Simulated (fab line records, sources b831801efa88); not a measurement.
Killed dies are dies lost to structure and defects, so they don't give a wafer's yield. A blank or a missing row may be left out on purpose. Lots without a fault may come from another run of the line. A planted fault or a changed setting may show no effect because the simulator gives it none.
One fault seen from 2 desks | flow gf180mcu | each desk has only its own numbers; what lay behind them comes last

THE METROLOGY DESK
What the gauges read, lot by lot, whatever tool the lot ran on: means of the sampled wafers that have a number. A lot is out of limits, marked OUT, if its mean lies more than 4 standard deviations from the usual mean; the brackets give that distance.
Columns: A = cd_nm at GF_V1_CD_MEAS_14, usual 259.9 nm; B = V1_OVL at GF_V1_OVL_MEAS_15, usual 1 nm
lot  | first seen here | A     | B
L631 | day 20 13:26    | 260.8 | 2
L633 | day 21 06:18    | 260.2 | 5
L639 | day 23 09:14    | 259.7 | -4
L640 | day 23 11:59    | 260.0 | 4
L641 | day 24 03:06    | 261.8 | -1
L647 | day 25 18:59    | 258.4 | 5
This desk's finding: nothing out of limits on any of the 6 lots.

THE TOOL OWNER'S DESK: pvd_sputter-01
The tool's own readings at GF_V1_SPUTTER_21 (material Ti, target thk 15 nm, time 80.02 s): means of the sampled wafers that have a number, for each lot that ran on this tool. A lot is out of limits, marked OUT, if its mean lies more than 4 standard deviations from the usual mean; the brackets give that distance.
Columns: A = throttle_valve_pct at GF_V1_SPUTTER_21, usual 29.5 %
lot  | first seen here | A
L633 | day 21 07:05    | 28.9
L639 | day 23 10:05    | 29.7
L641 | day 24 03:52    | 29.3
This desk's finding: nothing out of limits on any of the 3 lots.

PUT TOGETHER
The metrology desk saw nothing out of limits.
The tool owner's desk saw nothing out of limits.

WHAT THE SIMULATOR HAD PUT IN
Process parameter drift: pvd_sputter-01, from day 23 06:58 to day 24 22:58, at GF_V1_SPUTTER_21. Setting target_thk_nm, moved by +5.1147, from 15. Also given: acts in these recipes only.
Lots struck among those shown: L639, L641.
